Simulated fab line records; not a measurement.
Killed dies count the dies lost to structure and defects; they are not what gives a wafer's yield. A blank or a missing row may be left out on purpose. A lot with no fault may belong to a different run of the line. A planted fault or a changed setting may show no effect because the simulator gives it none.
Which tool was responsible? -- flow gf180mcu -- 6 lots with 18 wafers sampled at 3 steps, on a route of 602 steps

## WHAT THE GAUGES READ, wafer by wafer
GF_V3_RS_MEAS_24: measures by four-point-probe.
lot,measured,on,V3_W_RS (ohm/sq)
L476,day 23 12:59,film-metro-01,0.332 0.319 0.319
L478,day 24 13:52,film-metro-02,44.607 44.343 43.562
L481,day 25 06:33,film-metro-03,0.328 0.331 0.317
L489,day 28 08:37,film-metro-01,0.331 0.328 0.322
L492,day 28 22:19,film-metro-01,0.332 0.325 0.332
L495,day 29 15:26,film-metro-02,0.320 0.323 0.325

## EACH LOT AND THE TOOL THAT RAN IT (in order: tool; ch and the chambers of the sampled wafers; start)
lot,GF_M2_SPUTTER_03,GF_V3_CVD_23
L476,"pvd-sputter-04, day 19 08:44","cvd-w-01 ch 0,1, day 23 12:52"
L478,"pvd-sputter-02, day 20 09:58","cvd-w-01 ch 0,1, day 24 13:46"
L481,"pvd-sputter-01, day 21 04:19","cvd-w-01 ch 0,1, day 25 06:26"
L489,"pvd-sputter-01, day 24 15:11","cvd-w-01 ch 0,1, day 28 08:31"
L492,"pvd-sputter-02, day 25 06:51","cvd-w-01 ch 0,1, day 28 22:11"
L495,"pvd-sputter-02, day 26 01:59","cvd-w-01 ch 0, day 29 15:19"
- GF_M2_SPUTTER_03: material Ti, target thk 10 nm, time 6.7 s.
- GF_V3_CVD_23: deposits W, target thk 350 nm, time 104.9 s.

## THE ANSWER, worked out from the rows above alone
Rule: what is usual is taken from the lots themselves. Put in order of their means at a reading, lots are off if they are a third of the lots or fewer, leave a main group of 4 or more, and stand apart from it by a gap of 3 or more times the standard deviation of the main group's means; of several such gaps the widest counts. Not used: any main group whose means are identical at the precision the tables above print for the reading. A lot without any number at a reading at which 4 lots or more have one is off too. All remaining lots with rows at the step are treated as sound.
Off: L478, seen at GF_V3_RS_MEAS_24 (V3_W_RS). Main group: mean 0.326 ohm/sq, sd 0.0025.
If a tool, at a process step before that reading, ran all the lots that are off and no sound lot after the first of them, it fits. The gauges at GF_V3_RS_MEAS_24 are tried like those tools. None of those tried fits.

## WHAT HAD BEEN PUT IN BY THE SIMULATOR
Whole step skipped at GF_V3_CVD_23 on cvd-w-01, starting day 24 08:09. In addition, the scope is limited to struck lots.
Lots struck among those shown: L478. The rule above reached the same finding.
